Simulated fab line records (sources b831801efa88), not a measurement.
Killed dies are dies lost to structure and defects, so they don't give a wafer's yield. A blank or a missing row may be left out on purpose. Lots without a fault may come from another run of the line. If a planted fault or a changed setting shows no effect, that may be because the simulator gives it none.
fab line records | flow gf180mcu
record: lots: 12 wafers: 36 last-day: 34
route steps=602 shown V5@556 TOP_METAL@568
lots with no fault: from the same line, run without faults
start-h: the number of hours between the record's first day and the start of the first shown wafer of the lot | wait-h: hours from the lot's prior step to this one | " the same as in the row above | L1.1+2: a single row standing in for several wafers | - no value, or no start given | * or withheld: withheld | < > ~ a bound
route shown NAME@n: NAME is a module with steps in the file, n the number in the route of the first one | usual: average and standard deviation across the fault-free wafers | same: alike in all rows | chamber/n: place in a boat | sites: readings site by site | _std_site: standard deviation of those values | _edge_site: mean of outer sites minus mean of inner sites | radius-mm: for every site, how far away it sits from the centre of the wafer | mask NAME#n: copy n | behind: tool/chamber where the wafer was last shaped | hold: cause of the lot's hold/its duration in hours/its outcome | device: whichever transistor did not switch (one of n, p or np) | end of line: the same wafers' tests at the end of the route | a step given without rows: its recipe and nothing more | killed: not the wafer's yield, but the dies lost to structure and defects at the first sort | map: per-die view of a wafer (x killed, . not killed, _ where there is no die)
set.NAME: setting as actually run; set.NAME@STEP: the setting as run at that earlier step | model.NAME: the simulator's own value behind a step, which no gauge read
the route's steps for a sample of lots (tables are steps, rows are wafers)
services: a tool's chamber out of use, with start hour (start-h, from the record's first day; less than 0 if before it), hours out, and reason
== steps ==
step: GF_V5_ETCH_16
recipe: chemistry: N2/H2 target-depth-a: withheld overetch-a: withheld time-s: withheld target: BARC ion-energy-ev: 200 source-w: 500 bias-w: 100 pressure-mtorr: 30 n2-flow-sccm: 100 h2-flow-sccm: 200
usual: drypump-motor-current-A: 5.6/0.44 oes-product-au: 0.854/0.0047 throttle-valve-pct: 13.224/0.0092
columns lot.wafer tool chamber start-h wait-h drypump-motor-current-A oes-product-au throttle-valve-pct
L594.2 rie-diel-03 3 630.48 0.0 5.3 0.854 13.226
L594.3 " 2 " " 5.2 0.855 13.238
L594.4 " 2 " " 5.2 0.852 13.214
L597.1 rie-diel-02 0 648.18 0.0 5.8 0.854 13.218
L597.2 " 1 " " 5.4 0.847 13.226
L597.3 " 2 " " 6.0 0.860 13.256
L599.1 rie-diel-04 2 669.30 0.0 6.5 0.856 13.222
L599.3 " 3 " " 5.8 0.856 13.216
L599.6 " 2 " " 6.5 0.858 13.212
L600.2 rie-diel-03 1 676.59 0.0 6.3 0.862 13.223
L600.4 " 3 " " 5.3 0.851 13.227
L600.5 " 0 " " 5.3 0.853 13.221
L601.3 rie-diel-03 3 682.00 0.0 5.3 0.854 13.234
L601.4 " 1 " " 6.3 0.850 13.220
L601.5 " 0 " " 5.2 0.856 13.232
L603.3 rie-diel-03 1 697.61 0.0 6.3 0.853 13.231
L603.4 " 3 " " 5.3 0.862 13.222
L603.5 " 3 " " 5.3 0.858 13.215
L607.1 rie-diel-03 2 720.95 0.0 5.2 0.859 13.214
L607.2 " 1 " " 6.3 0.856 13.228
L607.4 " 3 " " 5.3 0.859 13.224
L613.2 rie-diel-02 3 759.14 0.0 5.0 0.853 13.231
L613.4 " 1 " " 5.3 0.856 13.218
L613.6 " 3 " " 5.0 0.851 13.228
L614.1 rie-diel-03 3 764.94 0.0 5.3 0.850 13.226
L614.2 " 2 " " 5.2 0.860 13.228
L614.3 " 3 " " 5.3 0.848 13.224
L615.1 rie-diel-04 3 768.73 0.0 5.8 0.849 13.224
L615.3 " 2 " " 6.5 0.858 13.212
L615.5 " 0 " " 6.1 0.861 13.211
L616.2 rie-diel-03 3 772.84 0.0 5.3 0.856 13.232
L616.3 " 0 " " 5.2 0.857 13.207
L616.4 " 0 " " 5.2 0.844 13.236
L617.2 rie-diel-02 3 778.54 0.0 5.0 0.856 13.227
L617.3 " 0 " " 5.8 0.856 13.208
L617.4 " 2 " " 5.9 0.857 13.217
step: GF_TOP_METAL_SPUTTER_01
recipe: material: TiN target-thk-nm: 30 power-w: 6500 time-s: 25 chamber-pressure-pa: 0.4
usual: cathode-dc-power-W: 6500.0/1.2 chamber-pressure-pa: 0.4001/0.00081 throttle-valve-pct: 30.4/0.96
columns lot.wafer tool chamber start-h wait-h cathode-dc-power-W chamber-pressure-pa throttle-valve-pct
L594.2 pvd-sputter-04 - 631.96 0.1 6499.6 0.3993 31.0
L594.3 " - " " 6499.1 0.3997 30.5
L594.4 " - " " 6500.3 0.3989 31.7
L597.1 pvd-sputter-02 - 649.66 0.1 6499.6 0.3999 30.4
L597.2 " - " " 6503.3 0.3995 30.5
L597.3 " - " " 6498.7 0.4002 31.7
L599.1 pvd-sputter-01 - 670.93 0.1 6498.4 0.3990 29.7
L599.3 " - " " 6500.7 0.4012 28.4
L599.6 " - " " 6499.2 0.4000 30.5
L600.2 pvd-sputter-04 - 678.10 0.1 6498.8 0.3996 30.5
L600.4 " - " " 6499.1 0.4010 30.8
L600.5 " - " " 6498.7 0.3998 31.4
L601.3 pvd-sputter-02 - 683.52 0.1 6502.8 0.4009 31.6
L601.4 " - " " 6499.6 0.3988 30.6
L601.5 " - " " 6498.7 0.4003 29.8
L603.3 pvd-sputter-02 - 699.09 0.1 6499.9 0.3994 29.7
L603.4 " - " " 6500.4 0.4003 31.5
L603.5 " - " " 6499.6 0.3999 29.8
L607.1 pvd-sputter-01 - 722.55 0.1 6499.5 0.3996 29.6
L607.2 " - " " 6501.1 0.3997 30.5
L607.4 " - " " 6501.6 0.3988 30.6
L613.2 pvd-sputter-04 - 760.62 0.1 6497.2 0.3999 30.3
L613.4 " - " " 6499.9 0.4008 31.5
L613.6 " - " " 6499.7 0.3992 30.6
L614.1 pvd-sputter-04 - 766.49 0.1 6498.7 0.4008 30.8
L614.2 " - " " 6500.4 0.4006 30.0
L614.3 " - " " 6499.7 0.3995 31.1
L615.1 pvd-sputter-01 - 770.21 0.1 6500.7 0.4019 28.1
L615.3 " - " " 6498.4 0.3996 29.5
L615.5 " - " " 6500.2 0.4005 28.0
L616.2 pvd-sputter-04 - 774.32 0.1 6498.5 0.4003 30.9
L616.3 " - " " 6497.5 0.4006 31.7
L616.4 " - " " 6500.4 0.4001 30.8
L617.2 pvd-sputter-04 - 780.02 0.1 6500.6 0.3987 30.8
L617.3 " - " " 6499.8 0.4009 30.1
L617.4 " - " " 6500.8 0.4009 31.1
step: GF_TOP_METAL_SPUTTER_04
recipe: material: TiN target-thk-nm: 25 power-w: 6500 time-s: 20.8 chamber-pressure-pa: 0.4
usual: cathode-dc-power-W: 6499.9/1.2 chamber-pressure-pa: 0.4001/0.00081 throttle-valve-pct: 30.4/0.95
columns lot.wafer tool chamber start-h wait-h cathode-dc-power-W chamber-pressure-pa throttle-valve-pct
L594.2 pvd-sputter-04 - 632.06 0.0 6500.4 0.4001 31.2
L594.3 " - " " 6499.2 0.4005 30.9
L594.4 " - " " 6499.5 0.4007 31.7
L597.1 pvd-sputter-02 - 649.76 0.0 6498.3 0.4008 30.8
L597.2 " - " " 6500.0 0.3996 30.9
L597.3 " - " " 6499.9 0.3999 31.5
L599.1 pvd-sputter-01 - 671.02 0.0 6498.6 0.4004 29.4
L599.3 " - " " 6499.5 0.3991 28.3
L599.6 " - " " 6501.1 0.4013 30.5
L600.2 pvd-sputter-04 - 678.19 0.0 6502.1 0.3982 30.0
L600.4 " - " " 6500.2 0.3990 30.8
L600.5 " - " " 6499.9 0.3997 31.6
L601.3 pvd-sputter-02 - 683.62 0.0 6501.0 0.4012 31.4
L601.4 " - " " 6499.5 0.4001 30.8
L601.5 " - " " 6502.0 0.4008 29.6
L603.3 pvd-sputter-02 - 699.18 0.0 6499.4 0.3989 29.7
L603.4 " - " " 6498.4 0.4001 31.1
L603.5 " - " " 6499.8 0.4001 29.7
L607.1 pvd-sputter-01 - 722.64 0.0 6501.6 0.3992 29.7
L607.2 " - " " 6501.6 0.3993 30.6
L607.4 " - " " 6500.4 0.3979 30.3
L613.2 pvd-sputter-04 - 760.71 0.0 - - -
L613.4 " - " " - - -
L613.6 " - " " - - -
L614.1 pvd-sputter-04 - 766.59 0.0 - - -
L614.2 " - " " - - -
L614.3 " - " " - - -
L615.1 pvd-sputter-01 - 770.30 0.0 6499.9 0.4000 28.2
L615.3 " - " " 6497.1 0.4006 29.5
L615.5 " - " " 6499.8 0.4005 28.2
L616.2 pvd-sputter-04 - 774.41 0.0 6500.3 0.4002 31.1
L616.3 " - " " 6500.9 0.3994 31.8
L616.4 " - " " 6500.0 0.4008 30.6
L617.2 pvd-sputter-04 - 780.11 0.0 6498.2 0.4003 30.6
L617.3 " - " " 6502.4 0.3997 30.2
L617.4 " - " " 6502.9 0.4007 31.1
step: GF_TOP_METAL_THK_MEAS_06
recipe: thk-meas-gauge: xrf reads: AlCu_of_TOP_METAL_SPUTTER_02
usual: TOP_METAL_ALCU_THK: 910/13
columns lot.wafer tool chamber start-h wait-h TOP_METAL_ALCU_THK[nm]
L594.2 film-metro-01 - 632.21 0.1 907
L594.3 " - " " 903
L594.4 " - " " 908
L597.1 film-metro-01 - 649.90 0.1 929
L597.2 " - " " 915
L597.3 " - " " 929
L599.1 film-metro-01 - 671.17 0.1 913
L599.3 " - " " 916
L599.6 " - " " 921
L600.2 film-metro-02 - 678.35 0.1 909
L600.4 " - " " 915
L600.5 " - " " 917
L601.3 film-metro-01 - 683.79 0.1 918
L601.4 " - " " 917
L601.5 " - " " 931
L603.3 film-metro-03 - 699.35 0.1 915
L603.4 " - " " 914
L603.5 " - " " 917
L607.1 film-metro-02 - 722.79 0.1 895
L607.2 " - " " 884
L607.4 " - " " 892
L613.2 film-metro-01 - 760.87 0.1 982
L613.4 " - " " 989
L613.6 " - " " 976
L614.1 film-metro-01 - 766.74 0.1 977
L614.2 " - " " 976
L614.3 " - " " 972
L615.1 film-metro-01 - 770.45 0.1 906
L615.3 " - " " 895
L615.5 " - " " 899
L616.2 film-metro-02 - 774.57 0.1 925
L616.3 " - " " 918
L616.4 " - " " 922
L617.2 film-metro-01 - 780.27 0.1 921
L617.3 " - " " 936
L617.4 " - " " 926
step: GF_TOP_METAL_OVL_MEAS_15
usual: TOP_METAL_OVL: 1.3/1.5
columns lot.wafer tool chamber start-h wait-h TOP_METAL_OVL[nm]
L594.2 overlay-02 - 652.06 0.1 0.4
L594.3 " - " " 1.9
L594.4 " - " " -0.4
L597.1 overlay-02 - 669.15 0.1 2.3
L597.2 " - " " 1.1
L597.3 " - " " 2.4
L599.1 overlay-02 - 690.50 0.1 2.3
L599.3 " - " " 2.1
L599.6 " - " " 1.4
L600.2 overlay-01 - 697.04 0.1 0.0
L600.4 " - " " 0.4
L600.5 " - " " 0.9
L601.3 overlay-01 - 702.71 0.1 -1.5
L601.4 " - " " -0.1
L601.5 " - " " -0.2
L603.3 overlay-02 - 717.46 0.1 -0.8
L603.4 " - " " -0.2
L603.5 " - " " 0.8
L607.1 overlay-02 - 740.00 0.1 0.6
L607.2 " - " " 0.6
L607.4 " - " " 2.1
L613.2 overlay-01 - 776.64 0.1 2.3
L613.4 " - " " 3.4
L613.6 " - " " 3.6
L614.1 overlay-02 - 782.30 0.1 -0.4
L614.2 " - " " -1.2
L614.3 " - " " -1.1
L615.1 overlay-01 - 786.23 0.1 0.5
L615.3 " - " " -1.5
L615.5 " - " " 0.4
L616.2 overlay-02 - 789.80 0.1 0.1
L616.3 " - " " 2.5
L616.4 " - " " 1.1
L617.2 overlay-01 - 794.90 0.1 3.2
L617.3 " - " " 0.9
L617.4 " - " " 2.2
== services ==
columns tool chamber start-h hours kind
rie-diel-02 0 620.76 6.6 repair
rie-diel-04 - 648.11 4.0 pm
pvd-sputter-01 3 660.22 - consumable-replace:kit
pvd-sputter-01 3 660.22 18.0 scheduled-down
pvd-sputter-01 3 660.22 18.0 vent-cycle
rie-diel-03 2 661.90 - clean
rie-diel-03 2 661.90 17.7 scheduled-down
rie-diel-03 2 661.90 17.7 vent-cycle
rie-diel-03 2 681.99 6.3 repair
rie-diel-04 1 683.11 3.6 repair
pvd-sputter-04 0 689.44 - consumable-replace:kit
pvd-sputter-04 0 689.44 18.0 scheduled-down
pvd-sputter-04 0 689.44 18.0 vent-cycle
pvd-sputter-01 2 720.11 - consumable-replace:kit
pvd-sputter-01 2 720.11 18.0 scheduled-down
pvd-sputter-01 2 720.11 18.0 vent-cycle
pvd-sputter-02 - 731.98 13.9 repair
pvd-sputter-02 0 753.85 - consumable-replace:kit
pvd-sputter-02 0 753.85 18.0 scheduled-down
pvd-sputter-02 0 753.85 18.0 vent-cycle
rie-diel-03 0 753.91 - clean
rie-diel-03 0 753.91 17.2 scheduled-down
rie-diel-03 0 753.91 17.2 vent-cycle
rie-diel-03 1 754.36 19.7 repair
== key ==
first-sign: step: GF_TOP_METAL_SPUTTER_04 reading: tool-record direction: missing
effect: step: GF_TOP_METAL_THK_MEAS_06 reading: TOP_METAL_ALCU_THK direction: up sigmas: 5.1 usual: 910 struck: 978
met-at GF_TOP_METAL_SPUTTER_04
struck-lots L613,L614
not-acting-at GF_V5_ETCH_16,GF_TOP_METAL_SPUTTER_01,GF_TOP_METAL_OVL_MEAS_15
onset-between 678.19 760.71
fault: kind: skipped-step-whole tool: pvd-sputter-04 chamber: - onset-h: 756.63 steps: GF_TOP_METAL_SPUTTER_04 scope: struck-lots-only
